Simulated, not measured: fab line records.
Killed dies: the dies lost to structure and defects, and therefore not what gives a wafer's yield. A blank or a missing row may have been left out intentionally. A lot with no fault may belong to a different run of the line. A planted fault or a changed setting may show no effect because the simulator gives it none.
fab line records    flow sky130
record: lots: 11  wafers: 33  last_day: 50
route steps=708 shown LDD_HVP@285 POLY_CUT@315 SD_P@328 SD_N@351
lots that met no fault: taken from a fault-free run of the same line
start_h: the number of hours between the record's first day and the start of the first shown wafer of the lot    wait_h: hours elapsed since this lot's preceding step    " identical to the entry in the row above    L1.1+2: a row that stands for several wafers    - value missing, or start not given    * or withheld: withheld    < > ~ a bound
route shown NAME@n: a module of which the file shows steps, and the number in the route of the first    usual: average and standard deviation across the fault-free wafers    same: alike in all rows    chamber/n: place in a boat    sites: the reading at each site    _std_site: their standard deviation    _edge_site: mean of outer sites minus mean of inner sites    radius_mm: for every site, how far away it sits from the centre of the wafer    mask NAME#n: copy n    behind: the most recent tool/chamber to have shaped the wafer    hold: what put the lot on hold/how long, in hours/how the hold closed    device: whichever transistor did not switch (one of n, p or np)    end of line: the route-end tests of the same wafers    a step with no rows: only its recipe    killed: dies that structure and defects cost at the first sort, which is not the same as the wafer's yield    map: per-die view of a wafer (x killed, . not killed, _ where there is no die)
set.NAME: setting as actually run; set.NAME@STEP: the setting as run at that earlier step    model.NAME: the simulator's own value behind a step, which no gauge read
the route's steps for a sample of lots (tables are steps, rows are wafers)
services: from which hour (start_h, from the record's first day; less than 0 if before it) a tool's chamber was out of use, for how many hours, and why
== steps ==
step: SKY_LDD_HVP_OVL_MEAS_07
usual: LDD_HVP_OVL: 0.7/1.4
lot.wafer  tool        chamber  start_h  wait_h  LDD_HVP_OVL[nm]
L707.1     overlay-02  -        520.19   0.1     0.7
L707.2     "           -        "        "       1.1
L707.5     "           -        "        "       1.5
L709.1     overlay-02  -        530.10   0.1     1.2
L709.2     "           -        "        "       3.5
L709.6     "           -        "        "       -0.2
L711.2     overlay-02  -        557.26   0.1     0.7
L711.3     "           -        "        "       0.0
L711.4     "           -        "        "       0.9
L712.1     overlay-02  -        568.10   0.1     0.5
L712.3     "           -        "        "       -1.4
L712.5     "           -        "        "       0.3
L714.2     overlay-02  -        577.31   0.1     0.1
L714.4     "           -        "        "       -0.8
L714.6     "           -        "        "       -0.4
L719.1     overlay-02  -        621.19   0.1     -1.2
L719.3     "           -        "        "       0.1
L719.6     "           -        "        "       -0.5
L720.3     overlay-02  -        634.55   0.1     -1.1
L720.4     "           -        "        "       -0.9
L720.5     "           -        "        "       -1.3
L721.3     overlay-02  -        641.21   0.1     -0.2
L721.4     "           -        "        "       0.5
L721.6     "           -        "        "       0.6
L726.1     overlay-02  -        679.94   0.1     0.6
L726.4     "           -        "        "       -1.0
L726.6     "           -        "        "       -0.3
L727.1     overlay-02  -        694.59   0.1     1.7
L727.5     "           -        "        "       3.8
L727.6     "           -        "        "       1.8
L728.3     overlay-01  -        703.50   0.1     0.3
L728.4     "           -        "        "       -1.0
L728.5     "           -        "        "       0.0
step: SKY_POLY_CUT_CD_MEAS_08
recipe: target_cd_nm: 270
usual: cd_nm: 269.8/1.2
lot.wafer  tool       chamber  start_h  wait_h  cd_nm
L707.1     cd_sem-01  -        583.28   -       267.8
L707.2     "          -        "        "       268.9
L707.5     "          -        "        "       269.2
L709.1     cd_sem-01  -        593.68   -       268.1
L709.2     "          -        "        "       268.7
L709.6     "          -        "        "       267.9
L711.2     cd_sem-02  -        619.25   -       268.2
L711.3     "          -        "        "       269.0
L711.4     "          -        "        "       268.5
L712.1     cd_sem-02  -        631.84   -       269.4
L712.3     "          -        "        "       269.6
L712.5     "          -        "        "       271.6
L714.2     cd_sem-01  -        639.96   -       270.7
L714.4     "          -        "        "       269.7
L714.6     "          -        "        "       270.6
L719.1     cd_sem-02  -        680.89   -       269.7
L719.3     "          -        "        "       271.2
L719.6     "          -        "        "       270.9
L720.3     cd_sem-01  -        695.48   -       269.2
L720.4     "          -        "        "       270.5
L720.5     "          -        "        "       270.5
L721.3     cd_sem-02  -        700.39   -       267.8
L721.4     "          -        "        "       269.3
L721.6     "          -        "        "       269.1
L726.1     cd_sem-01  -        738.08   -       269.0
L726.4     "          -        "        "       269.8
L726.6     "          -        "        "       271.7
L727.1     cd_sem-01  -        753.08   -       268.9
L727.5     "          -        "        "       269.8
L727.6     "          -        "        "       269.5
L728.3     cd_sem-01  -        760.93   -       269.4
L728.4     "          -        "        "       269.0
L728.5     "          -        "        "       268.9
step: SKY_SD_P_OVL_MEAS_08
usual: SD_P_OVL: -1.4/1.4
lot.wafer  tool        chamber  start_h  wait_h  SD_P_OVL[nm]
L707.1     overlay-01  -        613.00   0.1     -1.8
L707.2     "           -        "        "       -0.9
L707.5     "           -        "        "       -0.5
L709.1     overlay-02  -        623.16   0.1     -3.4
L709.2     "           -        "        "       -2.5
L709.6     "           -        "        "       -4.4
L711.2     overlay-01  -        648.31   0.1     1.0
L711.3     "           -        "        "       -0.6
L711.4     "           -        "        "       0.1
L712.1     overlay-02  -        661.06   0.1     -1.7
L712.3     "           -        "        "       -2.4
L712.5     "           -        "        "       0.0
L714.2     overlay-01  -        667.95   0.1     0.8
L714.4     "           -        "        "       -0.3
L714.6     "           -        "        "       0.5
L719.1     overlay-02  -        709.00   0.1     -1.2
L719.3     "           -        "        "       -0.7
L719.6     "           -        "        "       0.9
L720.3     overlay-02  -        723.91   0.1     0.2
L720.4     "           -        "        "       0.4
L720.5     "           -        "        "       -2.0
L721.3     overlay-01  -        730.96   0.1     -2.1
L721.4     "           -        "        "       -2.0
L721.6     "           -        "        "       -1.1
L726.1     overlay-01  -        765.56   0.1     -1.4
L726.4     "           -        "        "       -3.8
L726.6     "           -        "        "       -2.7
L727.1     overlay-02  -        780.00   0.1     -4.7
L727.5     "           -        "        "       -2.5
L727.6     "           -        "        "       -3.3
L728.3     overlay-01  -        788.02   0.1     -1.3
L728.4     "           -        "        "       -3.3
L728.5     "           -        "        "       -0.7
step: SKY_SD_N_IMPLANT_09
recipe: species: As  energy_kev: 50  dose_cm2: 4e+15  tilt_deg: 0
usual: beam_energy_keV: 50.000/0.017
lot.wafer  tool          chamber  start_h  wait_h  beam_energy_keV
L707.1     implanter-04  0        670.78   0.0     50.018
L707.2     "             0        "        "       50.009
L707.5     "             0        "        "       50.024
L709.1     implanter-02  0        680.53   0.0     49.978
L709.2     "             0        "        "       50.008
L709.6     "             0        "        "       49.958
L711.2     implanter-01  0        705.58   0.0     49.996
L711.3     "             0        "        "       49.983
L711.4     "             0        "        "       50.012
L712.1     implanter-01  0        717.19   0.0     50.003
L712.3     "             0        "        "       50.010
L712.5     "             0        "        "       50.020
L714.2     implanter-04  0        724.07   0.0     50.033
L714.4     "             0        "        "       50.022
L714.6     "             0        "        "       50.042
L719.1     implanter-01  0        763.06   0.0     49.995
L719.3     "             0        "        "       49.987
L719.6     "             0        "        "       49.971
L720.3     implanter-04  0        777.99   0.1     50.030
L720.4     "             0        "        "       50.018
L720.5     "             0        "        "       49.997
L721.3     implanter-01  0        785.29   0.1     49.992
L721.4     "             0        "        "       49.986
L721.6     "             0        "        "       49.989
L726.1     implanter-04  0        818.30   0.0     42.475
L726.4     "             0        "        "       42.465
L726.6     "             0        "        "       42.453
L727.1     implanter-01  0        832.51   0.0     50.005
L727.5     "             0        "        "       49.994
L727.6     "             0        "        "       50.013
L728.3     implanter-04  0        840.46   0.1     42.502
L728.4     "             0        "        "       42.480
L728.5     "             0        "        "       42.484
step: SKY_SD_N_STRIP_11
recipe: chemistry: O2/N2  power_w: 1400  pressure_mtorr: 1500  platen_temp_c: withheld  o2_flow_sccm: 3000  n2_flow_sccm: 300  overash_fraction: 0.5
usual: drypump_motor_current_A: 6.13/0.19  oes_product_au: 0.528/0.0046  strip_time_to_endpoint_s: 22.56/0.043
lot.wafer  tool             chamber  start_h  wait_h  drypump_motor_current_A  oes_product_au  rf_hours_counter_h  strip_time_to_endpoint_s
L707.1     plasma_asher-04  1        671.08   0.1     6.09                     0.533           25                  22.52
L707.2     "                0        "        "       6.23                     0.521           25                  22.55
L707.5     "                1        "        "       6.10                     0.532           -                   22.51
L709.1     plasma_asher-03  1        680.83   0.1     6.17                     0.525           53                  22.50
L709.2     "                0        "        "       5.70                     0.533           53                  22.48
L709.6     "                0        "        "       5.72                     0.521           -                   22.48
L711.2     plasma_asher-03  1        705.86   0.1     6.19                     0.523           55                  22.52
L711.3     "                1        "        "       6.21                     0.530           -                   22.58
L711.4     "                0        "        "       5.73                     0.525           -                   22.55
L712.1     plasma_asher-04  1        717.49   0.1     6.10                     0.535           30                  22.60
L712.3     "                0        "        "       6.23                     0.522           -                   22.55
L712.5     "                0        "        "       6.23                     0.528           -                   22.54
L714.2     plasma_asher-04  1        724.35   0.1     6.10                     0.525           30                  22.53
L714.4     "                1        "        "       6.09                     0.531           -                   22.55
L714.6     "                1        "        "       6.10                     0.534           -                   22.57
L719.1     plasma_asher-02  0        763.36   0.1     6.06                     0.525           97                  22.55
L719.3     "                0        "        "       6.04                     0.524           -                   22.55
L719.6     "                1        "        "       6.31                     0.528           -                   22.56
L720.3     plasma_asher-03  1        778.27   0.1     6.19                     0.538           -                   22.50
L720.4     "                0        "        "       5.72                     0.522           -                   22.45
L720.5     "                1        "        "       6.17                     0.526           -                   22.48
L721.3     plasma_asher-02  0        785.57   0.1     6.11                     0.525           -                   22.58
L721.4     "                1        "        "       6.36                     0.526           -                   22.57
L721.6     "                1        "        "       6.34                     0.522           -                   22.54
L726.1     plasma_asher-03  0        818.60   0.1     5.69                     0.542           67                  21.45
L726.4     "                1        "        "       6.19                     0.551           -                   21.42
L726.6     "                1        "        "       6.20                     0.540           -                   21.42
L727.1     plasma_asher-02  1        832.81   0.1     6.33                     0.532           105                 22.56
L727.5     "                0        "        "       6.14                     0.523           -                   22.49
L727.6     "                1        "        "       6.30                     0.525           -                   22.56
L728.3     plasma_asher-02  1        840.74   0.1     6.31                     0.550           -                   21.39
L728.4     "                0        "        "       6.05                     0.546           -                   21.41
L728.5     "                1        "        "       6.33                     0.550           -                   21.41
step: SKY_SD_N_TW_MEAS_12
usual: SD_N_TW: 3966/25
lot.wafer  tool           chamber  start_h  wait_h  SD_N_TW
L707.1     film_metro-02  -        671.18   0.1     3954
L707.2     "              -        "        "       3946
L707.5     "              -        "        "       3969
L709.1     film_metro-01  -        680.93   0.1     3996
L709.2     "              -        "        "       3991
L709.6     "              -        "        "       3992
L711.2     film_metro-03  -        705.97   0.1     3960
L711.3     "              -        "        "       3969
L711.4     "              -        "        "       3967
L712.1     film_metro-03  -        717.59   0.1     3978
L712.3     "              -        "        "       3984
L712.5     "              -        "        "       3950
L714.2     film_metro-02  -        724.46   0.1     3936
L714.4     "              -        "        "       3936
L714.6     "              -        "        "       3923
L719.1     film_metro-01  -        763.46   0.1     3988
L719.3     "              -        "        "       3993
L719.6     "              -        "        "       3993
L720.3     film_metro-03  -        778.36   0.1     3984
L720.4     "              -        "        "       3979
L720.5     "              -        "        "       3957
L721.3     film_metro-02  -        785.66   0.1     3928
L721.4     "              -        "        "       3913
L721.6     "              -        "        "       3923
L726.1     film_metro-01  -        818.70   0.1     3804
L726.4     "              -        "        "       3826
L726.6     "              -        "        "       3809
L727.1     film_metro-03  -        832.91   0.1     3966
L727.5     "              -        "        "       3973
L727.6     "              -        "        "       3984
L728.3     film_metro-02  -        840.83   0.1     3793
L728.4     "              -        "        "       3780
L728.5     "              -        "        "       3809
step: SKY_SD_N_RS_MEAS_16
recipe: thk_meas_gauge: four-point-probe
usual: SD_N_RS: 68.47/0.1
lot.wafer  tool           chamber  start_h  wait_h  SD_N_RS[ohm/sq]
L707.1     film_metro-01  -        671.47   0.1     68.46
L707.2     "              -        "        "       68.59
L707.5     "              -        "        "       68.73
L709.1     film_metro-02  -        681.22   0.1     68.49
L709.2     "              -        "        "       68.28
L709.6     "              -        "        "       68.56
L711.2     film_metro-02  -        706.26   0.1     68.25
L711.3     "              -        "        "       68.43
L711.4     "              -        "        "       68.43
L712.1     film_metro-02  -        717.87   0.1     68.55
L712.3     "              -        "        "       68.41
L712.5     "              -        "        "       68.45
L714.2     film_metro-01  -        724.75   0.1     68.47
L714.4     "              -        "        "       68.50
L714.6     "              -        "        "       68.49
L719.1     film_metro-03  -        763.74   0.1     68.54
L719.3     "              -        "        "       68.58
L719.6     "              -        "        "       68.66
L720.3     film_metro-01  -        778.71   0.1     68.61
L720.4     "              -        "        "       68.50
L720.5     "              -        "        "       68.39
L721.3     film_metro-01  -        785.96   0.1     68.61
L721.4     "              -        "        "       68.46
L721.6     "              -        "        "       68.57
L726.1     film_metro-02  -        818.98   0.1     74.34
L726.4     "              -        "        "       74.28
L726.6     "              -        "        "       74.32
L727.1     film_metro-02  -        833.20   0.1     68.39
L727.5     "              -        "        "       68.43
L727.6     "              -        "        "       68.53
L728.3     film_metro-01  -        841.14   0.1     74.19
L728.4     "              -        "        "       74.30
L728.5     "              -        "        "       74.38
== services ==
tool             chamber  start_h  hours  kind
implanter-02     -        671.65   0.5    repair
plasma_asher-03  -        674.02   4.0    pm
plasma_asher-04  -        724.47   0.4    repair
implanter-04     -        736.65   1.2    repair
plasma_asher-04  -        743.99   3.5    repair
implanter-04     -        794.92   5.3    repair
implanter-02     -        796.87   4.9    pm
plasma_asher-04  -        801.75   8.8    repair
== key ==
first_sign: step: SKY_SD_N_IMPLANT_09  reading: beam_energy_keV  direction: down  sigmas: 99+  usual: *  struck: *
effect: step: SKY_SD_N_STRIP_11  reading: strip_time_to_endpoint_s  direction: down  sigmas: 27  usual: *  struck: *
effect: step: SKY_SD_N_TW_MEAS_12  reading: SD_N_TW  direction: down  sigmas: 6.5  usual: 3966  struck: 3804
effect: step: SKY_SD_N_RS_MEAS_16  reading: SD_N_RS  direction: up  sigmas: 56  usual: 68.47  struck: 74.30
met_at SKY_SD_N_IMPLANT_09
struck_lots L726,L728
tester_left_out L726,L728
not_acting_at SKY_LDD_HVP_OVL_MEAS_07,SKY_POLY_CUT_CD_MEAS_08,SKY_SD_P_OVL_MEAS_08
onset_between 777.99 818.30
fault: kind: process_parameter_drift  tool: implanter-04  chamber: -  onset_h: 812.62  steps: SKY_SD_N_IMPLANT_09  channel: energy_kev  offset: *  shape: step  end_h: 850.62  acts_in: *  stated: *
tester_left_out: of these lots the tester's yield and bins aren't shown, on N5 and GAA mostly nor the transistor test; their killed dies are dies lost to structure and defects alone, not to doping, threshold or leakage, so they don't give the yield
